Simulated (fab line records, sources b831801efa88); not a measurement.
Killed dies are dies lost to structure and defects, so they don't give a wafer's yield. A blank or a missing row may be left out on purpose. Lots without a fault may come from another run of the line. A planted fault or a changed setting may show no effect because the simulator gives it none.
Chamber matching | flow gf180mcu | GF_V4_CMP_04 on cmp-01: 4 sister chambers
The step polishes SiO2. 8 wafers are shown with their chamber, then 7 later ones without.

WAFERS WITH THEIR CHAMBER
wafer  | chamber | motor_current_A (A) | time_to_endpoint_s (s)
L384.3 | 0       | 9.9                 | 75
L384.5 | 1       | 11.5                | 84
L384.6 | 0       | 9.7                 | 77
L390.1 | 1       | 12.1                | 80
L390.3 | 3       | 11.0                | 85
L390.4 | 2       | 11.4                | 83
L394.1 | 3       | 10.7                | 83
L394.2 | 2       | 11.1                | 79

WAFERS WITHOUT THEIR CHAMBER
wafer  | motor_current_A (A) | time_to_endpoint_s (s)
L394.4 | 9.7                 | 79
L398.1 | 9.7                 | 78
L398.2 | 11.5                | 84
L398.5 | 10.5                | 85
L399.1 | 11.1                | 77
L399.3 | 10.6                | 75
L399.6 | 10.6                | 84

WHICH CHAMBER EACH WENT THROUGH
wafer  | from the rows above          | in truth
L394.4 | 0                            | 0
L398.1 | 0                            | 0
L398.2 | can't be placed: 1 or 2 or 3 | 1
L398.5 | can't be placed: 3 or 2      | 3
L399.1 | can't be placed: 2 or 3 or 1 | 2
L399.3 | can't be placed: 0 or 2 or 3 | 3
L399.6 | can't be placed: 3 or 2      | 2
Placed correctly: 2 of 7. Can't be placed from these rows: 5 (the true chamber is among the candidates in 5). Placed wrongly: 0.
How it was worked out, from the rows above alone: a wafer's distance from a chamber is the root of the sum, over the readings, of the square of ((its reading less the chamber's mean) divided by the reading's scatter). The wafer belongs to the nearest chamber; if the next one is less than 2 further off, it can't be placed. A chamber's mean is the mean of its shown wafers. The scatter: the root of (the sum of the squares of (reading less its chamber's mean) over the shown wafers, divided by (wafers less chambers)).
